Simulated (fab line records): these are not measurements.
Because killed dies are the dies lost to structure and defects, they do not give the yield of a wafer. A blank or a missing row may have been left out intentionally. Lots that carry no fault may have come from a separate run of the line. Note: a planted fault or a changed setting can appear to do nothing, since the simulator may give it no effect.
Comparing a struck lot with a sound one -- flow sky130 -- 14 out of 708 route steps
Sound: wafers L971.2, L971.4, L971.5. Wafers L967.1, L967.2, L967.5 were the ones struck. The cause comes at the end.
At each step with rows: each side's tool, then ch and its chambers, then its first start. Under that, the readings that differ: sound wafers -- struck wafers -- difference of the means -- sigmas: that difference in standard deviations of wafers without a fault.
alike: readings with means less than 2 such deviations apart, plus words and numbers identical on both sides. not compared: withheld readings, readings lacking a value on some wafer, bounds such as >300 that could conceal the same value, and numbers that have no deviation in the record and whose values overlap.
Wherever a step has rows on one side only, a row that says differs or no value, or a row with sigmas, the two part there. Non-overlapping numbers with no deviation appear without sigmas and do not part them. A reading that every wafer of one side lacks parts them only if that side has two wafers or more.

first, 8 steps without rows for these wafers: SKY_POLY_CUT_DEHYDRATE_00 (time 60 s); SKY_POLY_CUT_HMDS_01 (prime time 60 s); SKY_POLY_CUT_COAT_02 (resist thk 60 nm); SKY_POLY_CUT_COAT_03 (resist thk 450 nm); SKY_POLY_CUT_SOFTBAKE_04 (time 90 s); SKY_POLY_CUT_EXPOSE_05 (exposes mask NPCM, target cd 270 nm); SKY_POLY_CUT_PEB_06; SKY_POLY_CUT_DEVELOP_07 (develop time 60 s).
SKY_POLY_CUT_CD_MEAS_08: the cd target is 270 nm.
  sound on cd sem-01 at day 32 02:16; struck on cd sem-02 at day 30 06:15
  alike: cd nm
SKY_POLY_CUT_OVL_MEAS_09:
  sound on overlay-01 at day 32 02:22; struck on overlay-02 at day 30 06:22
  alike: POLY_CUT_OVL
SKY_POLY_CUT_ETCH_10: etches BARC in N2/H2, stops on SiO2, time 45.9 s, target depth 60 nm.
  sound on rie diel-02 ch 2,3, day 32 02:24; struck on rie diel-02 ch 1,2, day 30 06:25
  alike: drypump motor current A, oes product au, throttle valve pct
  not compared: rf hours counter h
SKY_POLY_CUT_ETCH_11: etches Si3N4 in CF4/CH2F2/Ar, stops on poly-Si, time 42.5 s, target depth 60 nm.
  sound on rie diel-02 ch 2,3, day 32 02:26; struck on rie diel-02 ch 1,2, day 30 06:27
  alike: cf4 flow sccm, drypump motor current A, oes product au, throttle valve pct
  not compared: rf hours counter h
SKY_POLY_CUT_STRIP_12: strips in O2/N2.
  sound on plasma asher-01 ch 0,1, day 32 02:29; struck on plasma asher-01 ch 0,1, day 30 06:29
  no value came back on the struck wafers for any of 5 readings (chamber pressure mTorr (mTorr), drypump motor current A (A) and others); on the sound wafers chamber pressure mTorr (mTorr) reads 1501.5 1500.2 1499.6
reading,sound,struck,difference,sigmas
model.KrF-thick_of_POLY_CUT_COAT_03.thk nm (nm),0 0 0,407.7 407.7 407.4,+407.6,
  not compared: rf hours counter h
-- record jumps: 20 days separate the struck wafers' starts on either side; left off in module POLY_CUT, taken up again in module PAD_OPEN, whose first shown step is the route's number 708 --
SKY_PAD_OPEN_PROBE_99:
  the record has rows for the struck wafers here (prober-01, day 50 00:31) and none for the sound ones

WHERE THEY PART
At SKY_POLY_CUT_STRIP_12 first; at SKY_PAD_OPEN_PROBE_99 last (within this record only).

WHY: whatever the simulator had introduced
Beginning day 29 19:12, the whole step at SKY_POLY_CUT_STRIP_12 was skipped on plasma asher-01. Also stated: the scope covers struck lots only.
